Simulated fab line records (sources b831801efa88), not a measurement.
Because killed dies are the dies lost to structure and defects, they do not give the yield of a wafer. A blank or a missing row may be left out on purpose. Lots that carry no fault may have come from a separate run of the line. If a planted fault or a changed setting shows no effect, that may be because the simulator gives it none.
A lot that was struck, set against a sound lot / flow sky130 / 18 steps out of a route of 708
Sound: these wafers, L504.2, L504.3, L504.5. The struck wafers were L495.1, L495.4, L495.5. At the end, the cause is stated.
Per side, at each step with rows, come the tool, then ch with its chambers, and then its first start. Under that, the readings that differ: sound wafers / struck wafers / difference of the means / sigmas: that difference in standard deviations of wafers without a fault.
alike: words and numbers the same on both sides, and readings whose means are apart by under 2 such deviations; not compared: readings that were withheld, readings missing a value for some wafer, numbers with overlapping values and no deviation given by the record, and bounds like >300 which may hide the same value.
Wherever a step has rows on one side only, a row that says differs or no value, or a row with sigmas, the two part there. When numbers do not overlap yet have no deviation, they are printed without sigmas and do not part them. A reading missing from all wafers of one side parts the sides only when that side holds two or more wafers.

first, 3 steps without rows for these wafers: SKY_LI_CONTACT_EXPOSE_09 (exposes mask LICM1, target cd 170 nm); SKY_LI_CONTACT_PEB_10; SKY_LI_CONTACT_DEVELOP_11 (develop time 60 s).
SKY_LI_CONTACT_CD_MEAS_12: target cd 170 nm.
  sound on cd sem-02 at day 36 03:20; struck on cd sem-02 at day 32 06:08
  alike: cd nm
SKY_LI_CONTACT_OVL_MEAS_13:
  sound on overlay-02 at day 36 03:27; struck on overlay-02 at day 32 06:15
  alike: LI_CONTACT_OVL
SKY_LI_CONTACT_ETCH_14: etches BARC in N2/H2, stops on SiO2, time 45.9 s, target depth 60 nm.
  sound on rie diel-04 ch 0,2, day 36 03:29; struck on rie diel-01 ch 0,2,3, day 32 06:17
  alike: drypump motor current A, oes product au, throttle valve pct
  not compared: rf hours counter h
SKY_LI_CONTACT_ETCH_15: etches PSG in C4F8/O2/Ar, stops on Si, target depth 600 nm.
  sound on rie diel-04 ch 0,2, day 36 03:31; struck on rie diel-01 ch 0,2,3, day 32 06:19
  alike: oes product au
then, 3 steps without rows for these wafers: SKY_LI_CONTACT_STRIP_16 (strips in O2/N2); SKY_LI_CONTACT_CLEAN_17 (cleans in NMP, time 600 s); SKY_LI_CONTACT_PRE_CLEAN_18 (time 5.6 s).
SKY_LI_CONTACT_SPUTTER_19: material Ti, target thk 20 nm, time 106.37 s.
  sound on pvd sputter-01 at day 36 03:55; struck on pvd sputter-03 at day 32 06:53
  alike: throttle valve pct
SKY_LI_CONTACT_SPUTTER_20: material TiN, target thk 20 nm, time 80 s.
  sound on pvd sputter-01 at day 36 03:59; struck on pvd sputter-03 at day 32 06:57
  alike: throttle valve pct
SKY_LI_CONTACT_CVD_21: deposits W, target thk 400 nm, time 120.56 s.
  sound on cvd w-02 ch 1, day 36 04:05; struck on cvd w-01 ch 0, day 32 07:01
reading=heater power w (W); sound=847 854 842; struck=706 721 716; difference=-133; sigmas=-3
reading=model.W_of_LI_CONTACT_CVD_21.thk nm (nm); sound=387.8 395 396.7; struck=430.8 429.7 431.8; difference=+37.6; sigmas=
SKY_LI_CONTACT_RS_MEAS_22: measures by four-point-probe.
  sound on film metro-02 at day 36 04:19; struck on film metro-02 at day 32 07:26
reading=LI_CONTACT_W_RS (ohm/sq); sound=0.293 0.288 0.287; struck=0.264 0.264 0.264; difference=-0.025; sigmas=-8
  not compared: hold
SKY_LI_CONTACT_THK_MEAS_23: measures by xrf.
  sound on film metro-02 at day 36 04:26; struck on film metro-02 at day 32 08:58
reading=LI_CONTACT_W_THK (nm); sound=376 387 387; struck=430 430 430; difference=+47; sigmas=+10
  not compared: hold
SKY_LI_CONTACT_CMP_24: polishes, stops on PSG, t overpolish 20 s, target thk 0 nm.
  sound on cmp-01 ch 1,3, day 36 04:29; struck on cmp-01 ch 0,1,3, day 32 19:35
reading=hold; sound=- - -; struck=await dispo/10.2h/release await dispo/10.2h/release await dispo/10.2h/release; difference=no value on the sound wafers; sigmas=
reading=time to endpoint s (s); sound=92 99 94; struck=101 109 105; difference=+10; sigmas=+3
  alike: motor current A, slurry flow ml min
SKY_LOCAL_INTERCONNECT_SPUTTER_00: material TiN, target thk 100 nm, time 83.3 s.
  sound on pvd sputter-02 at day 36 04:47; struck on pvd sputter-04 at day 32 19:47
  alike: throttle valve pct
next, for these wafers, 1 step has no rows: SKY_PAD_OPEN_PROBE_99.

WHERE THEY PART
First at SKY_LI_CONTACT_CVD_21; last, within this record, at SKY_LI_CONTACT_CMP_24. Later steps at which nothing parts them and some readings are alike: SKY_LOCAL_INTERCONNECT_SPUTTER_00.

WHY: whatever the simulator had introduced
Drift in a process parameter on cvd w-01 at SKY_LI_CONTACT_CVD_21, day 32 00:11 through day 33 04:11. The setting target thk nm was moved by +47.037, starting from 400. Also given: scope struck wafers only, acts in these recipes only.
